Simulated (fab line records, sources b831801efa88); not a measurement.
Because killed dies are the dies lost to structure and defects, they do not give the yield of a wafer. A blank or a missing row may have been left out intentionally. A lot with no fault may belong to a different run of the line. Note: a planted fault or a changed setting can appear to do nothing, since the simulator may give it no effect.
Comparing a struck lot with a sound one :: flow sky130 :: 35 out of 708 route steps
Sound: wafers L790.1, L790.2, L790.4. Struck: wafers L801.1, L801.4, L801.5. The cause is named last.
Per side, at each step with rows, come the tool, then ch with its chambers, and then its first start. Under that, the readings that differ: sound wafers :: struck wafers :: difference of the means :: sigmas: that difference in standard deviations of wafers without a fault.
alike: words and numbers the same on both sides, and readings whose means are apart by under 2 such deviations; not compared: readings that were withheld, readings missing a value for some wafer, numbers with overlapping values and no deviation given by the record, and bounds like >300 which may hide the same value.
Wherever a step has rows on one side only, a row that says differs or no value, or a row with sigmas, the two part there. When numbers do not overlap yet have no deviation, they are printed without sigmas and do not part them. A reading that every wafer of one side lacks parts them only if that side has two wafers or more.

first, 10 steps without rows for these wafers: SKY_VIA1_COAT_06 (resist thk 60 nm); SKY_VIA1_COAT_07 (resist thk 450 nm); SKY_VIA1_SOFTBAKE_08 (time 90 s); SKY_VIA1_EXPOSE_09 (exposes mask VIM, target cd 150 nm); SKY_VIA1_PEB_10; SKY_VIA1_DEVELOP_11 (develop time 60 s); SKY_VIA1_ETCH_14 (etches BARC in N2/H2, stops on SiO2, time 45.9 s, target depth 60 nm); SKY_VIA1_ETCH_15 (etches SiO2 in C4F8/O2/Ar, stops on TiN, target depth 351 nm, time 54 s); SKY_VIA1_STRIP_16 (strips in O2/N2); SKY_VIA1_STRIP_17 (strips in post etch residue remover, time 1200 s).
SKY_VIA1_CLEAN_18: cleans in IPA, time 180 s.
  sound on wetBench-02 ch 0, day 33 23:19; struck on wetBench-02 ch 0, day 37 17:08
then, 23 steps without rows for these wafers: SKY_VIA1_CLEAN_19 (cleans in O3/DIW); SKY_VIA1_SPUTTER_20 (material TiN, target thk 20 nm, time 80 s); SKY_VIA1_CVD_21 (deposits W, target thk 270 nm, time 80.902 s); SKY_VIA1_CMP_24 (polishes, stops on SiO2, t overpolish 15 s, target thk 0 nm); SKY_METAL2_SPUTTER_00 (material Ti, target thk 15 nm, time 10 s); SKY_METAL2_SPUTTER_01 (material TiN, target thk 20 nm, time 16.7 s); SKY_METAL2_SPUTTER_02 (material AlCu, target thk 250 nm, time 13.3 s); SKY_METAL2_SPUTTER_03 (material Ti, target thk 5 nm, time 3.3 s); SKY_METAL2_SPUTTER_04 (material TiN, target thk 70 nm, time 58.3 s); SKY_METAL2_DEHYDRATE_07 (time 60 s); SKY_METAL2_HMDS_08 (prime time 60 s); SKY_METAL2_COAT_09 (resist thk 60 nm); SKY_METAL2_COAT_10 (resist thk 450 nm); SKY_METAL2_SOFTBAKE_11 (time 90 s); SKY_METAL2_EXPOSE_12 (exposes mask MM2, target cd 140 nm); SKY_METAL2_PEB_13; SKY_METAL2_DEVELOP_14 (develop time 60 s); SKY_METAL2_DESCUM_17 (chemistry O2, time 8 s); SKY_METAL2_ETCH_18 (etches BARC in N2/H2, stops on SiO2, time 45.9 s, target depth 60 nm); SKY_METAL2_METAL_ETCH_19 (etches the open film in Cl2/BCl3, stops on SiO2, target depth 360 nm, time 78 s); SKY_METAL2_STRIP_20 (strips in O2/N2); SKY_METAL2_STRIP_21 (strips in post etch residue remover, time 1200 s); SKY_METAL2_CLEAN_22 (cleans in IPA, time 180 s).
-- the record jumps here: 11 days lie between the struck wafers' starts before and after (it left off in module METAL2 and takes up again in module PAD_OPEN, whose first step shown is number 708 of the route) --
SKY_PAD_OPEN_PROBE_99:
  struck on prober-02, day 48 15:21; sound on prober-01, day 45 17:38
reading: defectLimitedYield (%)
sound: 82.1 83.3 81.1
struck: 74.8 77.6 74.0
difference: -6.7
sigmas: -4

reading: killed_at_M0_to_M3
sound: 36 40 38
struck: 85 76 87
difference: +45
sigmas: +6

reading: killedAtFrontEnd
sound: 20 15 22
struck: 8 13 5
difference: -10
sigmas: -2

reading: killedDies
sound: 88 82 93
struck: 124 110 128
difference: +33
sigmas: +4

reading: sort_bin_3_pad_short (%)
sound: 0.6 1.0 0.8
struck: 2.8 4.5 3.9
difference: +2.9
sigmas: +7

reading: sort_bin_5_function (%)
sound: 10.6 9.6 10.4
struck: 15.0 12.6 14.2
difference: +3.7
sigmas: +3

reading: sortNPass
sound: 404 410 399
struck: 368 382 364
difference: -33
sigmas: -4

reading: sortYieldPct (%)
sound: 82.1 83.3 81.1
struck: 74.8 77.6 74.0
difference: -6.7
sigmas: -4

reading: model.etest.tester.sortNPass
sound: 404 410 399
struck: 368 382 364
difference: -33
sigmas: 

reading: model.etest.tester.sortYieldPct (%)
sound: 82.11 83.33 81.1
struck: 74.8 77.64 73.98
difference: -6.7
sigmas: 

reading: model.etest.tester.sort_bin_5_pct (%)
sound: 10.57 9.553 10.37
struck: 15.04 12.6 14.23
difference: +3.79
sigmas: 

reading: model.etest.tester.sort_bin_3_pct (%)
sound: 0.6098 1.016 0.813
struck: 2.846 4.472 3.862
difference: +2.914
sigmas: 
  alike: killed_at_M4_up, killedAtContacts, killedAtOther, killedOpen, killedShort, sort_bin_6_memory

## WHERE THEY PART
SKY_PAD_OPEN_PROBE_99 only, going by this record.

WHY: whatever the simulator had introduced
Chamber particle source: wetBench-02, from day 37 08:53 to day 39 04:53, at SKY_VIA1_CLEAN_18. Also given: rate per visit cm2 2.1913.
